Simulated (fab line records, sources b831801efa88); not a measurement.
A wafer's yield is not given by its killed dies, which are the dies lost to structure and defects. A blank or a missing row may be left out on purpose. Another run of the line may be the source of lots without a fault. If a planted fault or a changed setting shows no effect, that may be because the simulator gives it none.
Matching of chambers    flow sfqLine    SFQ_TRILAYER_I3_DEP_PECVD_081 on pecvd-04: 3 sister chambers
The step deposits SiO2 from SiH4/N2O, time 111.11 s, target thk 500 nm. 3 wafers are shown with their chamber, then 8 later ones without.

## WAFERS WITH THEIR CHAMBER
wafer   chamber  throttleValvePct (%)
L114.3  2        24.6
L114.4  1        25.9
L115.2  0        26.4

## WAFERS WITHOUT THEIR CHAMBER
wafer   throttleValvePct (%)
L115.5  24.3
L115.6  25.8
L119.1  26.3
L119.4  25.6
L119.6  24.5
L121.1  24.4
L121.4  26.3
L121.6  25.9

## WHICH CHAMBER EACH WENT THROUGH
wafer   from the rows above      in truth
L115.5  2                        2
L115.6  1                        1
L119.1  can't be placed: 0 or 1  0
L119.4  1                        1
L119.6  2                        2
L121.1  2                        2
L121.4  can't be placed: 0 or 1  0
L121.6  1                        1
Placed correctly: 6 of 8. Can't be placed from these rows: 2 (the true chamber is among the candidates in 2). Placed wrongly: 0.
How it was worked out, from the rows above alone: a wafer's distance from a chamber is the root of the sum, over the readings, of the square of ((its reading less the chamber's mean) divided by the reading's scatter). If the next closest chamber is less than 2 further off than the closest, the wafer can't be placed; otherwise it belongs to the closest. Each chamber's mean is taken over the wafers shown for it. The scatter: root of mean squared gap, hidden wafer to nearest shown wafer, with one shown wafer a chamber.
